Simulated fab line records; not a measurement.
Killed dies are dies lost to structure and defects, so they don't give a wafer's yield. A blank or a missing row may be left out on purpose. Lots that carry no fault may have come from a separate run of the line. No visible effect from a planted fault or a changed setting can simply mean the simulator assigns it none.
Problem report in the 8D (eight disciplines) form, filled by code | flow gf180mcu | the parts of the form that need people (team, actions taken, sign-off) are left out

## 1. PROBLEM STATEMENT
oes product au at GF_VT_IMPLANT_STRIP_42 reads a mean of 0.911 a.u. on 3 wafers of 1 lot; wafers without a fault read 0.716 a.u. with a standard deviation of 0.0041. That is +48 standard deviations from the usual mean.
The step: strips in O2/N2.
The first sign was on wafer L278.2 at day 11 08:16, on plasma asher-02. At this step, 39 wafers from 13 lots have a number in the record. By rule, "out" or "out of limits" means more than 4 standard deviations away from the usual mean. All remaining wafers that have a number are taken as sound.

## 2. WHAT IT IS, WHAT IT ISN'T
question                    | is                     | is not
which readings at this step | oes product au         | drypump motor current A, heater power w
which lots                  | L278                   | L264, L265, L266, L267, L268, L271, L272, L283, L284, L285, L286, L287
which wafers of those lots  | all that have a number | -
read on which tools         | plasma asher-02        | plasma asher-01, plasma asher-03
when                        | from day 11 08:16      | up to then (21 sound wafers); but 15 sound wafers of L283, L284, L285, L286, L287 came after

## 3. SUSPECTS, AND WHAT RULES EACH OUT
Counting: a tool at any process step up to the reading remains a suspect when it ran all the lots that are out and ran no sound lot after the first of those.
- plasma asher-02 at GF_VT_IMPLANT_STRIP_42 (strips in O2/N2): kept. It ran the lot that is out, L278 (day 11 08:16), and no sound lot after that; its last sound lot up to then is L267 (day 8 08:58). On those wafers its own readings are out: oes product au.
The count leaves plasma asher-02 at GF_VT_IMPLANT_STRIP_42.

## 4. THE CAUSE (what the simulator had put in)
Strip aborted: plasma asher-02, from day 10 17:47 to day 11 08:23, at GF_VT_IMPLANT_STRIP_42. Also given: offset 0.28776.
This tool alone remained once counting was done.

## 5. THE EFFECT CHAIN, in route order
Each row: a reading where the mean over the struck wafers with a number is more than 3 standard deviations away from the usual. Scope: only readings with a usual standard deviation given in the record; hours: median across lots of the time from each lot's start at the first step in this table that gives one to its start at this step; sigmas: change in usual standard deviations.
hours | step                   | reading        | usual      | on struck wafers | change | sigmas
0     | GF_VT_IMPLANT_STRIP_42 | oes product au | 0.716 a.u. | 0.911            | +0.195 | +48
Here are the process steps it includes:
- GF_VT_IMPLANT_STRIP_42: strips in O2/N2.
Readings that are blank on the struck wafers while sound wafers have them: strip time to endpoint s at GF_VT_IMPLANT_STRIP_42.

## 6. WHAT WOULD HAVE CAUGHT IT SOONER
First out-of-limits reading in this record: day 11 08:16, which is 14 hours after fault onset at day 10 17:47.
